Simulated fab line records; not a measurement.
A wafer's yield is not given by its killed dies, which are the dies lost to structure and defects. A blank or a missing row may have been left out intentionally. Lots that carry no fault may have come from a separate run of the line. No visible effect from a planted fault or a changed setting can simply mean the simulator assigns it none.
Check of tool commonality || flow gf180mcu || 12 lots, 36 wafers sampled

## REASON FOR OPENING
At GF_VT_IMPLANT_TW_MEAS_10 the reading VT_IMPLANT_TW is flagged on 2 of 12 lots. Fault-free wafers read 567.6, with a standard deviation of 3.
Rule: a lot is flagged in two cases, either no wafer of it has a number, or all its wafers with numbers fall more than 4 standard deviations from that mean. The other lots count as sound.

{"lot": "L793", "measured": "day 5 13:25", "on": "filmMetro-04", "VT_IMPLANT_TW, wafer by wafer": "566.5 570.8 567.3", "flag": ""}
{"lot": "L794", "measured": "day 5 23:38", "on": "filmMetro-04", "VT_IMPLANT_TW, wafer by wafer": "565.3 566.8 567.2", "flag": ""}
{"lot": "L795", "measured": "day 6 03:22", "on": "filmMetro-01", "VT_IMPLANT_TW, wafer by wafer": "570.3 569.4 572.0", "flag": ""}
{"lot": "L799", "measured": "day 7 03:02", "on": "filmMetro-04", "VT_IMPLANT_TW, wafer by wafer": "30.1 29.9 30.0", "flag": "FLAGGED"}
{"lot": "L800", "measured": "day 7 07:53", "on": "filmMetro-01", "VT_IMPLANT_TW, wafer by wafer": "30.1 29.9 30.2", "flag": "FLAGGED"}
{"lot": "L808", "measured": "day 9 14:23", "on": "filmMetro-01", "VT_IMPLANT_TW, wafer by wafer": "563.4 564.5 561.4", "flag": ""}
{"lot": "L809", "measured": "day 9 20:12", "on": "filmMetro-01", "VT_IMPLANT_TW, wafer by wafer": "562.9 561.5 561.1", "flag": ""}
{"lot": "L810", "measured": "day 10 01:03", "on": "filmMetro-04", "VT_IMPLANT_TW, wafer by wafer": "567.3 568.6 562.8", "flag": ""}
{"lot": "L812", "measured": "day 10 14:14", "on": "filmMetro-02", "VT_IMPLANT_TW, wafer by wafer": "571.8 569.7 571.5", "flag": ""}
{"lot": "L813", "measured": "day 11 00:44", "on": "filmMetro-02", "VT_IMPLANT_TW, wafer by wafer": "567.9 568.5 569.8", "flag": ""}
{"lot": "L814", "measured": "day 11 03:55", "on": "filmMetro-02", "VT_IMPLANT_TW, wafer by wafer": "566.8 569.9 568.8", "flag": ""}
{"lot": "L816", "measured": "day 11 12:17", "on": "filmMetro-01", "VT_IMPLANT_TW, wafer by wafer": "572.1 570.2 570.4", "flag": ""}
Averaged over the flagged lots the numbers come to 30.0, -537.6 from the usual (-99 or more standard deviations).

## EACH LOT AND THE TOOL IT RAN ON
Before the reading, the record contains 2 process steps out of a 602-step route. Each cell gives the tool, then ch followed by the chambers the sampled wafers passed through, then the start.
{"lot": "L793", "flag": "", "GF_LVPWELL_STRIP_10": "plasmaAsher-02 ch 0,1, day 3 20:19", "GF_VT_IMPLANT_DEVELOP_06": "lithoTrack-02 ch 0, day 5 13:02"}
{"lot": "L794", "flag": "", "GF_LVPWELL_STRIP_10": "plasmaAsher-04 ch 0,1, day 4 05:41", "GF_VT_IMPLANT_DEVELOP_06": "lithoTrack-01 ch 0, day 5 23:13"}
{"lot": "L795", "flag": "", "GF_LVPWELL_STRIP_10": "plasmaAsher-01 ch 0,1, day 4 08:14", "GF_VT_IMPLANT_DEVELOP_06": "lithoTrack-04 ch 0, day 6 02:56"}
{"lot": "L799", "flag": "FLAGGED", "GF_LVPWELL_STRIP_10": "plasmaAsher-01 ch 0,1, day 5 06:19", "GF_VT_IMPLANT_DEVELOP_06": "lithoTrack-02 ch 0, day 7 02:36"}
{"lot": "L800", "flag": "FLAGGED", "GF_LVPWELL_STRIP_10": "plasmaAsher-04 ch 0,1, day 5 10:59", "GF_VT_IMPLANT_DEVELOP_06": "lithoTrack-02 ch 0, day 7 07:27"}
{"lot": "L808", "flag": "", "GF_LVPWELL_STRIP_10": "plasmaAsher-01 ch 0,1, day 7 11:34", "GF_VT_IMPLANT_DEVELOP_06": "lithoTrack-01 ch 0, day 9 13:58"}
{"lot": "L809", "flag": "", "GF_LVPWELL_STRIP_10": "plasmaAsher-02 ch 0,1, day 7 16:46", "GF_VT_IMPLANT_DEVELOP_06": "lithoTrack-02 ch 0, day 9 19:47"}
{"lot": "L810", "flag": "", "GF_LVPWELL_STRIP_10": "plasmaAsher-04 ch 0,1, day 7 22:20", "GF_VT_IMPLANT_DEVELOP_06": "lithoTrack-01 ch 0, day 10 00:38"}
{"lot": "L812", "flag": "", "GF_LVPWELL_STRIP_10": "plasmaAsher-04 ch 0, day 8 09:10", "GF_VT_IMPLANT_DEVELOP_06": "lithoTrack-02 ch 0, day 10 13:48"}
{"lot": "L813", "flag": "", "GF_LVPWELL_STRIP_10": "plasmaAsher-04 ch 0, day 8 18:35", "GF_VT_IMPLANT_DEVELOP_06": "lithoTrack-02 ch 0, day 11 00:18"}
{"lot": "L814", "flag": "", "GF_LVPWELL_STRIP_10": "plasmaAsher-02 ch 0,1, day 8 21:05", "GF_VT_IMPLANT_DEVELOP_06": "lithoTrack-02 ch 0, day 11 03:32"}
{"lot": "L816", "flag": "", "GF_LVPWELL_STRIP_10": "plasmaAsher-01 ch 0,1, day 9 05:52", "GF_VT_IMPLANT_DEVELOP_06": "lithoTrack-01 ch 0, day 11 11:50"}
What these steps do:
- GF_LVPWELL_STRIP_10: strips in O2/N2.
- GF_VT_IMPLANT_DEVELOP_06: develop time 60 s.
- GF_VT_IMPLANT_TW_MEAS_10

## FLAGGED OVER TOTAL, TOOL BY TOOL (the gauges that took the reading come last)
{"step": "GF_LVPWELL_STRIP_10", "tool": "plasmaAsher-01", "lots run": 4, "flagged": 1, "share of the flagged lots": "some", "sound lots run after its first flagged lot": "2 (L808,L816)"}
{"step": "GF_LVPWELL_STRIP_10", "tool": "plasmaAsher-02", "lots run": 3, "flagged": 0, "share of the flagged lots": "none", "sound lots run after its first flagged lot": "-"}
{"step": "GF_LVPWELL_STRIP_10", "tool": "plasmaAsher-04", "lots run": 5, "flagged": 1, "share of the flagged lots": "some", "sound lots run after its first flagged lot": "3 (L810,L812,L813)"}
{"step": "GF_VT_IMPLANT_DEVELOP_06", "tool": "lithoTrack-01", "lots run": 4, "flagged": 0, "share of the flagged lots": "none", "sound lots run after its first flagged lot": "-"}
{"step": "GF_VT_IMPLANT_DEVELOP_06", "tool": "lithoTrack-02", "lots run": 7, "flagged": 2, "share of the flagged lots": "all", "sound lots run after its first flagged lot": "4 (L809,L812,L813,L814)"}
{"step": "GF_VT_IMPLANT_DEVELOP_06", "tool": "lithoTrack-04", "lots run": 1, "flagged": 0, "share of the flagged lots": "none", "sound lots run after its first flagged lot": "-"}
{"step": "GF_VT_IMPLANT_TW_MEAS_10", "tool": "filmMetro-01", "lots run": 5, "flagged": 1, "share of the flagged lots": "some", "sound lots run after its first flagged lot": "3 (L808,L809,L816)"}
{"step": "GF_VT_IMPLANT_TW_MEAS_10", "tool": "filmMetro-02", "lots run": 3, "flagged": 0, "share of the flagged lots": "none", "sound lots run after its first flagged lot": "-"}
{"step": "GF_VT_IMPLANT_TW_MEAS_10", "tool": "filmMetro-04", "lots run": 4, "flagged": 1, "share of the flagged lots": "some", "sound lots run after its first flagged lot": "1 (L810)"}

## WHAT IS ALLOWED BY THE TABLE
Rows of the table that ran each flagged lot: 1, that is lithoTrack-02 at GF_VT_IMPLANT_DEVELOP_06.
- lithoTrack-02 at GF_VT_IMPLANT_DEVELOP_06: 2 of its 7 lots flagged. Sound lots ran on it after the first flagged one (L809, L812, L813, L814), which a lasting fault on the whole tool wouldn't allow.
There is no row in the table that ran each flagged lot and no sound lot after the first.

## WHAT HAD BEEN PUT IN BY THE SIMULATOR
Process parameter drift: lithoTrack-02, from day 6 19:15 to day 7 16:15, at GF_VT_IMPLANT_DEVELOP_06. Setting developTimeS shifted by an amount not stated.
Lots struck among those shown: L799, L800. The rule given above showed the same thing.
